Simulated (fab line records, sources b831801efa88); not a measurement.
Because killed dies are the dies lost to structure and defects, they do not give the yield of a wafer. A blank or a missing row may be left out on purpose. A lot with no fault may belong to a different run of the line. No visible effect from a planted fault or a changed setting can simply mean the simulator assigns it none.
fab line records	flow gf180mcu	part 1 of 2: steps 1 to 25 of 37
[record] lots = 5	wafers = 15	last_day = 34
route steps=602 shown V2@402 M3@409 V3@429
lots that met no fault: taken from a fault-free run of the same line
start_h: hours from the record's opening day to when the first of the lot's shown wafers began	wait_h: time in hours since the lot's previous step	" same as the row above	L1.1+2: a row that stands for several wafers	- either no value or no given start	* or withheld: withheld	< > ~ a bound
route shown NAME@n: a module of which the file shows steps, and the number in the route of the first	usual: mean and standard deviation over wafers with no fault	same: alike in all rows	chamber/n: place in a boat	sites: each site's reading	_std_site: their standard deviation	_edge_site: inner sites' mean taken away from outer sites' mean	radius_mm: how far each site lies from the wafer's centre	mask NAME#n: copy n	behind: tool/chamber where the wafer was last shaped	hold: why the lot was held/for how many hours/how that ended	device: the n, p or np transistor that did not switch	end of line: tests of these same wafers at the route's end	a step with no rows: only its recipe	killed: dies that structure and defects cost at the first sort, which is not the same as the wafer's yield	map: per-die view of a wafer (x killed, . not killed, _ where there is no die)
set.NAME: the setting that was run; set.NAME@STEP: the one run at that earlier step	model.NAME: the simulator's own value behind a step, which no gauge read
lots at some steps of the route; a table a step, a row a wafer
services: when a tool's chamber went out of use (start_h, in hours from the record's first day, below 0 if earlier), for how many hours, and the reason
[[steps]]
[step GF_V2_CLEAN_20]
[recipe] chemistry = DIW	dry = n2_spin
lot.wafer	tool	chamber	start_h	wait_h
L079.1+5+6	wet_bench-03	3	513.83	0.0
L081.1+3+5	wet_bench-04	1	529.71	0.0
L083.3+4+5	wet_bench-04	1	542.96	0.0
L093.3+4+5	wet_bench-01	3	621.61	0.0
L095.1+2+3	wet_bench-01	0	636.56	0.0
[step GF_V2_SPUTTER_21]
[recipe] material = Ti	target_thk_nm = 15	chamber_pressure_pa = 5	power_w = 2500	substrate_temp_c = 200	time_s = 80.02
[usual] chamber_pressure_pa = 5.000/0.0097	substrate_temp_c = 200.02/0.17	throttle_valve_pct = 29.8/0.71
lot.wafer	tool	chamber	start_h	wait_h	chamber_pressure_pa	substrate_temp_c	throttle_valve_pct
L079.1	pvd_sputter-03	-	513.93	0.0	5.005	200.26	30.0
L079.5	"	-	"	"	5.008	199.95	29.4
L079.6	"	-	"	"	4.989	200.08	29.4
L081.1	pvd_sputter-01	-	529.80	0.0	4.995	199.85	29.4
L081.3	"	-	"	"	4.992	199.99	30.0
L081.5	"	-	"	"	4.997	199.80	31.8
L083.3	pvd_sputter-04	-	543.06	0.0	5.017	200.57	29.8
L083.4	"	-	"	"	4.992	200.10	29.5
L083.5	"	-	"	"	5.003	200.27	29.9
L093.3	pvd_sputter-04	-	621.71	0.0	5.001	199.85	29.5
L093.4	"	-	"	"	5.022	200.14	29.7
L093.5	"	-	"	"	4.993	199.83	29.9
L095.1	pvd_sputter-03	-	636.66	0.0	5.002	200.16	30.1
L095.2	"	-	"	"	4.982	199.93	29.1
L095.3	"	-	"	"	4.987	200.06	29.3
[step GF_V2_SPUTTER_22]
[recipe] material = TiN	target_thk_nm = 10	chamber_pressure_pa = 5	power_w = 4000	time_s = 40
[usual] chamber_pressure_pa = 5.000/0.0096	throttle_valve_pct = 29.7/0.71
lot.wafer	tool	chamber	start_h	wait_h	chamber_pressure_pa	throttle_valve_pct
L079.1	pvd_sputter-03	-	513.99	0.0	5.010	30.0
L079.5	"	-	"	"	5.005	29.2
L079.6	"	-	"	"	4.993	29.1
L081.1	pvd_sputter-01	-	529.86	0.0	4.988	28.9
L081.3	"	-	"	"	5.000	30.0
L081.5	"	-	"	"	5.009	31.6
L083.3	pvd_sputter-04	-	543.12	0.0	4.985	30.0
L083.4	"	-	"	"	4.994	29.8
L083.5	"	-	"	"	5.014	30.0
L093.3	pvd_sputter-04	-	621.77	0.0	5.003	29.3
L093.4	"	-	"	"	5.002	29.8
L093.5	"	-	"	"	5.010	29.7
L095.1	pvd_sputter-03	-	636.73	0.0	5.015	29.9
L095.2	"	-	"	"	5.007	29.2
L095.3	"	-	"	"	4.982	29.1
[step GF_V2_CVD_23]
[recipe] material = W	target_thk_nm = 350	time_s = 104.94	temp_c = 400	pressure_torr = 40
[usual] heater_power_outer_w = 543/20	heater_power_w = 894/60
lot.wafer	tool	chamber	start_h	wait_h	heater_power_outer_w	heater_power_w	since_wet_clean_h
L079.1	cvd_w-01	1	514.03	0.0	566	982	610
L079.5	"	1	"	"	562	971	-
L079.6	"	0	"	"	543	908	-
L081.1	cvd_w-02	0	529.90	0.0	544	882	126
L081.3	"	0	"	"	539	866	-
L081.5	"	0	"	"	560	867	-
L083.3	cvd_w-02	1	543.19	0.1	516	832	-
L083.4	"	0	"	"	554	868	-
L083.5	"	0	"	"	535	865	-
L093.3	cvd_w-02	0	621.84	0.1	548	867	-
L093.4	"	1	"	"	515	795	-
L093.5	"	0	"	"	551	885	-
L095.1	cvd_w-01	1	636.76	0.0	563	963	733
L095.2	"	0	"	"	533	924	733
L095.3	"	0	"	"	536	923	-
[step GF_V2_RS_MEAS_24]
[recipe] thk_meas_gauge = four-point-probe	reads = W_of_V2_CVD_23+TiN_of_V2_SPUTTER_22+Ti_of_V2_SPUTTER_21
[usual] V2_W_RS = 0.327/0.0068
lot.wafer	tool	chamber	start_h	wait_h	V2_W_RS[ohm/sq]
L079.1	film_metro-04	-	514.14	0.1	0.320
L079.5	"	-	"	"	0.318
L079.6	"	-	"	"	0.325
L081.1	film_metro-03	-	530.13	0.2	0.334
L081.3	"	-	"	"	0.334
L081.5	"	-	"	"	0.330
L083.3	film_metro-02	-	543.31	0.1	0.336
L083.4	"	-	"	"	0.331
L083.5	"	-	"	"	0.334
L093.3	film_metro-03	-	621.96	0.1	0.332
L093.4	"	-	"	"	0.332
L093.5	"	-	"	"	0.332
L095.1	film_metro-04	-	636.88	0.1	0.317
L095.2	"	-	"	"	0.322
L095.3	"	-	"	"	0.321
[step GF_V2_THK_MEAS_25]
[recipe] thk_meas_gauge = xrf	reads = W_of_V2_CVD_23
[usual] V2_W_THK = 350/7.9
lot.wafer	tool	chamber	start_h	wait_h	V2_W_THK[nm]
L079.1	film_metro-04	-	514.26	0.1	356
L079.5	"	-	"	"	356
L079.6	"	-	"	"	348
L081.1	film_metro-03	-	530.25	0.1	341
L081.3	"	-	"	"	340
L081.5	"	-	"	"	343
L083.3	film_metro-02	-	543.41	0.1	347
L083.4	"	-	"	"	349
L083.5	"	-	"	"	348
L093.3	film_metro-03	-	622.06	0.1	340
L093.4	"	-	"	"	342
L093.5	"	-	"	"	341
L095.1	film_metro-04	-	637.00	0.1	361
L095.2	"	-	"	"	355
L095.3	"	-	"	"	356
[step GF_V2_CMP_26]
[recipe] stop_on = SiO2	down_force_psi = 3.5	platen_rpm = 60	t_overpolish_s = 15	target_thk_nm = 0	pad_velocity_m_s = 0.94248
[usual] motor_current_A = 10.9/0.88	overpolish_run_s = 14.999/0.0097	time_to_endpoint_s = 84/3.5
lot.wafer	tool	chamber	start_h	wait_h	motor_current_A	overpolish_run_s	time_to_endpoint_s
L079.1	cmp-01	2	514.32	0.1	9.9	15.008	81
L079.5	"	2	"	"	9.5	14.994	84
L079.6	"	3	"	"	12.2	14.999	86
L081.3	cmp-02	1	530.55	0.3	11.2	14.995	84
L081.1	"	0	"	"	10.3	15.016	85
L081.5	"	2	"	"	11.8	14.996	87
L083.4	cmp-01	2	543.50	0.1	9.6	14.990	83
L083.3	"	3	"	"	11.3	15.012	84
L083.5	"	2	"	"	10.0	14.999	84
L093.4	cmp-01	3	622.15	0.1	11.7	14.993	83
L093.3	"	1	"	"	12.0	14.995	79
L093.5	"	3	"	"	11.5	15.001	81
L095.2	cmp-01	1	637.11	0.1	11.9	14.994	79
L095.1	"	2	"	"	9.9	14.999	84
L095.3	"	3	"	"	11.3	15.006	81
[step GF_M3_SPUTTER_00]
[recipe] material = Ti	target_thk_nm = 37.5	arriving_ion_energy_ev = 80	substrate_temp_c = 200	chamber_pressure_pa = 2	power_w = 4000	time_s = 150
[usual] chamber_pressure_pa = 2.000/0.004	substrate_temp_c = 200.00/0.16	throttle_valve_pct = 29.8/0.92
lot.wafer	tool	chamber	start_h	wait_h	chamber_pressure_pa	substrate_temp_c	throttle_valve_pct
L079.1	pvd_sputter-01	-	514.62	0.2	1.994	199.82	30.2
L079.5	"	-	"	"	2.000	199.85	30.1
L079.6	"	-	"	"	2.002	200.15	31.7
L081.1	pvd_sputter-03	-	530.85	0.1	2.006	200.03	29.7
L081.3	"	-	"	"	2.001	200.09	29.3
L081.5	"	-	"	"	1.997	200.02	29.0
L083.3	pvd_sputter-02	-	543.75	0.1	1.993	200.16	30.1
L083.4	"	-	"	"	2.003	199.97	28.2
L083.5	"	-	"	"	2.000	199.80	28.6
L093.3	pvd_sputter-01	-	622.40	0.1	2.001	200.01	29.1
L093.4	"	-	"	"	2.004	199.92	31.7
L093.5	"	-	"	"	1.995	200.01	30.2
L095.1	pvd_sputter-01	-	637.36	0.1	2.005	200.29	31.6
L095.2	"	-	"	"	1.995	200.17	30.2
L095.3	"	-	"	"	2.000	200.36	30.5
[step GF_M3_SPUTTER_01]
[recipe] material = TiN	target_thk_nm = 30	power_w = 6500	time_s = 25	chamber_pressure_pa = 0.4
[usual] chamber_pressure_pa = 0.4001/0.00081	throttle_valve_pct = 29.8/0.91
lot.wafer	tool	chamber	start_h	wait_h	chamber_pressure_pa	throttle_valve_pct
L079.1	pvd_sputter-01	-	514.72	0.1	0.4007	30.3
L079.5	"	-	"	"	0.4003	30.4
L079.6	"	-	"	"	0.4011	31.7
L081.1	pvd_sputter-03	-	530.95	0.1	0.4001	30.0
L081.3	"	-	"	"	0.3998	29.2
L081.5	"	-	"	"	0.4003	29.1
L083.3	pvd_sputter-02	-	543.85	0.1	0.4001	30.2
L083.4	"	-	"	"	0.3992	28.5
L083.5	"	-	"	"	0.4009	28.8
L093.3	pvd_sputter-01	-	622.50	0.1	0.4006	29.0
L093.4	"	-	"	"	0.3994	31.5
L093.5	"	-	"	"	0.4004	30.6
L095.1	pvd_sputter-01	-	637.46	0.1	0.4006	31.8
L095.2	"	-	"	"	0.3991	30.2
L095.3	"	-	"	"	0.4008	30.1
[step GF_M3_SPUTTER_02]
[recipe] material = AlCu	target_thk_nm = 450	power_w = 10600	time_s = 23.9	chamber_pressure_pa = 0.4
[usual] chamber_pressure_pa = 0.3999/0.0008	throttle_valve_pct = 29.8/0.89
lot.wafer	tool	chamber	start_h	wait_h	chamber_pressure_pa	throttle_valve_pct
L079.1	pvd_sputter-01	-	514.75	0.0	0.4000	30.2
L079.5	"	-	"	"	0.3999	30.3
L079.6	"	-	"	"	0.3999	31.6
L081.1	pvd_sputter-03	-	530.98	0.0	0.3998	30.2
L081.3	"	-	"	"	0.3994	29.1
L081.5	"	-	"	"	0.3991	28.9
L083.3	pvd_sputter-02	-	543.88	0.0	0.4001	30.1
L083.4	"	-	"	"	0.4006	28.5
L083.5	"	-	"	"	0.3998	29.1
L093.3	pvd_sputter-01	-	622.53	0.0	0.3988	29.2
L093.4	"	-	"	"	0.4002	31.7
L093.5	"	-	"	"	0.4000	30.2
L095.1	pvd_sputter-01	-	637.49	0.0	0.3993	31.5
L095.2	"	-	"	"	0.3996	30.3
L095.3	"	-	"	"	0.3996	30.2
[step GF_M3_SPUTTER_03]
[recipe] material = Ti	target_thk_nm = 10	substrate_temp_c = 300	chamber_pressure_pa = 0.3	power_w = 3000	time_s = 6.7
[usual] chamber_pressure_pa = 0.3000/0.00056	substrate_temp_c = 299.99/0.18	throttle_valve_pct = 29.9/0.91
lot.wafer	tool	chamber	start_h	wait_h	chamber_pressure_pa	substrate_temp_c	throttle_valve_pct
L079.1	pvd_sputter-01	-	514.78	0.0	0.3004	299.95	30.2
L079.5	"	-	"	"	0.3010	300.06	30.2
L079.6	"	-	"	"	0.3004	300.20	31.7
L081.1	pvd_sputter-03	-	531.01	0.0	0.2997	299.95	30.2
L081.3	"	-	"	"	0.3003	299.84	29.3
L081.5	"	-	"	"	0.2999	299.84	29.0
L083.3	pvd_sputter-02	-	543.91	0.0	0.3001	300.17	30.2
L083.4	"	-	"	"	0.3004	300.14	28.6
L083.5	"	-	"	"	0.3004	299.87	28.7
L093.3	pvd_sputter-01	-	622.56	0.0	0.2997	299.82	29.1
L093.4	"	-	"	"	0.3000	300.22	31.5
L093.5	"	-	"	"	0.2995	300.20	30.4
L095.1	pvd_sputter-01	-	637.52	0.0	0.3001	299.64	31.5
L095.2	"	-	"	"	0.3000	300.05	30.1
L095.3	"	-	"	"	0.3001	300.03	30.3
[step GF_M3_SPUTTER_04]
[recipe] material = TiN	target_thk_nm = 50	power_w = 6500	time_s = 41.7	chamber_pressure_pa = 0.4
[usual] chamber_pressure_pa = 0.4000/0.00075	throttle_valve_pct = 29.8/0.92
lot.wafer	tool	chamber	start_h	wait_h	chamber_pressure_pa	throttle_valve_pct
L079.1	pvd_sputter-01	-	514.80	0.0	0.3993	30.2
L079.5	"	-	"	"	0.3998	30.0
L079.6	"	-	"	"	0.3990	31.6
L081.1	pvd_sputter-03	-	531.04	0.0	0.3999	30.3
L081.3	"	-	"	"	0.3989	29.2
L081.5	"	-	"	"	0.4006	29.2
L083.3	pvd_sputter-02	-	543.93	0.0	0.4001	30.2
L083.4	"	-	"	"	0.3989	28.4
L083.5	"	-	"	"	0.3997	28.8
L093.3	pvd_sputter-01	-	622.58	0.0	0.4009	29.2
L093.4	"	-	"	"	0.3998	31.5
L093.5	"	-	"	"	0.4006	30.1
L095.1	pvd_sputter-01	-	637.54	0.0	0.4002	31.5
L095.2	"	-	"	"	0.4000	30.2
L095.3	"	-	"	"	0.3992	29.9
[step GF_M3_RS_MEAS_05]
[recipe] thk_meas_gauge = four-point-probe	reads = TiN_of_M3_SPUTTER_04+Ti_of_M3_SPUTTER_03+AlCu_of_M3_SPUTTER_02+TiN_of_M3_SPUTTER_01+Ti_of_M3_SPUTTER_00
[usual] M3_ALCU_RS = 0.0692/0.00068
lot.wafer	tool	chamber	start_h	wait_h	M3_ALCU_RS[ohm/sq]
L079.1	film_metro-01	-	514.84	0.0	0.0692
L079.5	"	-	"	"	0.0694
L079.6	"	-	"	"	0.0694
L081.1	film_metro-04	-	531.08	0.0	0.0687
L081.3	"	-	"	"	0.0687
L081.5	"	-	"	"	0.0684
L083.3	film_metro-01	-	544.01	0.1	0.0692
L083.4	"	-	"	"	0.0693
L083.5	"	-	"	"	0.0697
L093.3	film_metro-04	-	622.66	0.1	0.0683
L093.4	"	-	"	"	0.0692
L093.5	"	-	"	"	0.0693
L095.1	film_metro-01	-	637.58	0.0	0.0698
L095.2	"	-	"	"	0.0692
L095.3	"	-	"	"	0.0691
[step GF_M3_THK_MEAS_06]
[recipe] thk_meas_gauge = xrf	reads = AlCu_of_M3_SPUTTER_02
[usual] M3_ALCU_THK = 446/5
lot.wafer	tool	chamber	start_h	wait_h	M3_ALCU_THK[nm]
L079.1	film_metro-01	-	514.96	0.1	445
L079.5	"	-	"	"	442
L079.6	"	-	"	"	442
L081.1	film_metro-04	-	531.20	0.1	449
L081.3	"	-	"	"	449
L081.5	"	-	"	"	453
L083.3	film_metro-01	-	544.11	0.1	446
L083.4	"	-	"	"	451
L083.5	"	-	"	"	442
L093.3	film_metro-04	-	622.76	0.1	452
L093.4	"	-	"	"	444
L093.5	"	-	"	"	442
L095.1	film_metro-01	-	637.70	0.1	442
L095.2	"	-	"	"	446
L095.3	"	-	"	"	450
[step GF_M3_DEHYDRATE_07]
[recipe] temp_c = 200	time_s = 60
lot.wafer	tool	chamber	start_h	wait_h
L079.1+5+6	litho_track-01	0	525.57	10.6
L081.1+3+5	litho_track-02	0	542.03	10.8
L083.3+4+5	litho_track-01	0	554.17	10.0
L093.3+4+5	litho_track-02	0	632.98	10.2
L095.1+2+3	litho_track-01	0	647.46	9.8
[step GF_M3_HMDS_08]
[recipe] prime_time_s = 60	prime_temp_c = 120
[usual] prime_temp_c = 120.00/0.14
lot.wafer	tool	chamber	start_h	wait_h	prime_temp_c
L079.1	litho_track-01	0	525.72	0.1	119.84
L079.5	"	0	"	"	120.01
L079.6	"	0	"	"	120.08
L081.1	litho_track-02	0	542.18	0.1	120.10
L081.3	"	0	"	"	119.97
L081.5	"	0	"	"	120.18
L083.3	litho_track-01	0	554.32	0.1	119.98
L083.4	"	0	"	"	120.05
L083.5	"	0	"	"	120.05
L093.3	litho_track-02	0	633.13	0.1	120.06
L093.4	"	0	"	"	120.07
L093.5	"	0	"	"	119.95
L095.1	litho_track-01	0	647.61	0.1	119.96
L095.2	"	0	"	"	119.97
L095.3	"	0	"	"	120.05
[step GF_M3_COAT_09]
[recipe] resist = KrF	spin_rpm = withheld	resist_thk_nm = 1000
lot.wafer	tool	chamber	start_h	wait_h
L079.1+5+6	litho_track-01	0	525.87	0.1
L081.1+3+5	litho_track-02	0	542.33	0.1
L083.3+4+5	litho_track-01	0	554.47	0.1
L093.3+4+5	litho_track-02	0	633.28	0.1
L095.1+2+3	litho_track-01	0	647.76	0.1
[step GF_M3_SOFTBAKE_10]
[recipe] temp_c = 130	time_s = 60	resist = KrF
lot.wafer	tool	chamber	start_h	wait_h
L079.1+5+6	litho_track-01	0	526.02	0.1
L081.1+3+5	litho_track-02	0	542.48	0.1
L083.3+4+5	litho_track-01	0	554.62	0.1
L093.3+4+5	litho_track-02	0	633.43	0.1
L095.1+2+3	litho_track-01	0	647.91	0.1
[step GF_M3_EXPOSE_11]
[recipe] mask_id = Metal3	target_cd_nm = 280	na = 0.68	source_shape = conventional	sigma_outer = 0.6	dose_mj = 28
lot.wafer	tool	chamber	start_h	wait_h	mask
L079.1+5+6	krf_scanner-01	0	-	-	Metal3#0
L081.1+3+5	krf_scanner-02	0	-	-	Metal3#0
L083.3+4+5	krf_scanner-02	0	-	-	Metal3#0
L093.3+4+5	krf_scanner-02	0	-	-	Metal3#0
L095.1+2+3	krf_scanner-02	0	-	-	Metal3#0
[step GF_M3_PEB_12]
[recipe] peb_temp_c = 135	peb_time_s = 90	resist = KrF
[same] peb_time_s = 90
lot.wafer	tool	chamber	start_h	wait_h
L079.1+5+6	litho_track-01	0	-	-
L081.1+3+5	litho_track-02	0	-	-
L083.3+4+5	litho_track-04	0	-	-
L093.3+4+5	litho_track-01	0	-	-
L095.1+2+3	litho_track-01	0	-	-
[step GF_M3_DEVELOP_13]
[recipe] develop_time_s = 60	dev_temp_c = 21
lot.wafer	tool	chamber	start_h	wait_h
L079.1+5+6	litho_track-01	0	536.92	0.2
L081.1+3+5	litho_track-02	0	553.58	0.2
L083.3+4+5	litho_track-04	0	565.29	0.1
L093.3+4+5	litho_track-01	0	642.61	0.1
L095.1+2+3	litho_track-01	0	657.71	0.2
[step GF_M3_CD_MEAS_14]
[recipe] target_cd_nm = 280
[usual] cd_nm = 280.1/1.2
lot.wafer	tool	chamber	start_h	wait_h	cd_nm
L079.1	cd_sem-02	-	537.07	0.1	278.4
L079.5	"	-	"	"	278.0
L079.6	"	-	"	"	277.5
L081.1	cd_sem-01	-	553.73	0.1	280.2
L081.3	"	-	"	"	280.7
L081.5	"	-	"	"	280.5
L083.3	cd_sem-02	-	565.49	0.2	282.0
L083.4	"	-	"	"	283.0
L083.5	"	-	"	"	282.7
L093.3	cd_sem-02	-	642.75	0.1	281.5
L093.4	"	-	"	"	281.2
L093.5	"	-	"	"	280.7
L095.1	cd_sem-01	-	657.86	0.1	281.7
L095.2	"	-	"	"	280.4
L095.3	"	-	"	"	281.6
[step GF_M3_OVL_MEAS_15]
[usual] M3_OVL = -3/5.6
lot.wafer	tool	chamber	start_h	wait_h	M3_OVL[nm]
L079.1	overlay-02	-	537.19	0.1	-7
L079.5	"	-	"	"	-13
L079.6	"	-	"	"	1
L081.1	overlay-01	-	553.85	0.1	-11
L081.3	"	-	"	"	-11
L081.5	"	-	"	"	-1
L083.3	overlay-02	-	565.59	0.1	7
L083.4	"	-	"	"	4
L083.5	"	-	"	"	4
L093.3	overlay-02	-	642.85	0.1	-1
L093.4	"	-	"	"	1
L093.5	"	-	"	"	-2
L095.1	overlay-01	-	657.98	0.1	-4
L095.2	"	-	"	"	1
L095.3	"	-	"	"	3
[step GF_M3_METAL_ETCH_16]
[recipe] chemistry = Cl2/BCl3	mask_material = KrF	target_depth_nm = 750.8	stop_on = SiO2	pressure_mtorr = 8	icp_w = 800	bias_w = 140	Cl2_flow_sccm = 80	bcl3_flow_sccm = 40	time_s = 125.1
[usual] bias_w = 140.1/0.4	drypump_motor_current_A = 5.7/0.56	he_backside_leak_sccm = 3.42/0.15	oes_product_au = 0.990/0.0049	throttle_valve_pct = 28.230/0.0096
lot.wafer	tool	chamber	start_h	wait_h	bias_w	drypump_motor_current_A	he_backside_leak_sccm	oes_product_au	rf_hours_counter_h	throttle_valve_pct
L079.1	rie_metal-04	1	537.22	0.0	139.7	5.6	3.41	0.997	12	28.228
L079.5	"	1	"	"	139.6	5.6	3.58	0.991	-	28.221
L079.6	"	0	"	"	140.0	4.8	3.10	0.986	-	28.220
L081.1	rie_metal-04	1	553.89	0.0	139.8	5.6	3.67	0.998	12	28.245
L081.3	"	1	"	"	139.0	5.6	3.46	0.981	-	28.221
L081.5	"	0	"	"	140.0	4.9	3.50	0.991	-	28.237
L083.3	rie_metal-04	0	565.65	0.1	140.6	4.9	3.39	0.983	-	28.232
L083.4	"	1	"	"	140.4	5.6	3.42	0.980	-	28.221
L083.5	"	0	"	"	141.0	4.9	3.36	0.986	-	28.213
L093.3	rie_metal-04	0	642.91	0.1	139.9	4.9	3.43	0.983	-	28.234
L093.4	"	1	"	"	140.1	5.6	3.48	1.003	-	28.227
L093.5	"	0	"	"	140.1	4.8	3.40	0.987	-	28.239
L095.1	rie_metal-03	0	658.02	0.0	140.1	6.2	3.26	0.991	7	28.229
L095.2	"	1	"	"	140.1	6.2	3.72	0.992	14	28.228
L095.3	"	1	"	"	140.0	6.2	3.75	0.993	-	28.218
[step GF_M3_STRIP_17]
[recipe] chemistry = O2/N2	power_w = 1400	pressure_mtorr = 1500	platen_temp_c = 250	o2_flow_sccm = 3000	n2_flow_sccm = 300	overash_fraction = 0.5
[usual] drypump_motor_current_A = 5.84/0.23	heater_power_w = 329/13	oes_product_au = 0.537/0.0043	strip_time_to_endpoint_s = 7.38/0.041
lot.wafer	tool	chamber	start_h	wait_h	drypump_motor_current_A	heater_power_w	oes_product_au	rf_hours_counter_h	strip_time_to_endpoint_s
L079.1	plasma_asher-04	1	537.35	0.1	5.61	342	0.539	11	7.41
L079.5	"	0	"	"	5.71	320	0.536	-	7.40
L079.6	"	1	"	"	5.61	336	0.542	-	7.43
L081.1	plasma_asher-02	0	554.02	0.1	5.58	339	0.535	75	7.32
L081.3	"	0	"	"	5.59	344	0.537	-	7.33
L081.5	"	0	"	"	5.60	349	0.532	-	7.36
L083.3	plasma_asher-03	0	565.77	0.1	5.82	323	0.539	-	7.43
L083.4	"	1	"	"	6.17	339	0.539	-	7.43
L083.5	"	0	"	"	5.81	325	0.537	-	7.41
L093.3	plasma_asher-04	1	643.03	0.1	5.58	337	0.543	-	7.44
L093.4	"	0	"	"	5.69	325	0.539	-	7.31
L093.5	"	1	"	"	5.61	338	0.545	-	7.38
L095.1	plasma_asher-02	1	658.15	0.1	6.11	307	0.542	86	7.45
L095.2	"	0	"	"	5.60	338	0.540	86	7.49
L095.3	"	0	"	"	5.59	346	0.537	-	7.46
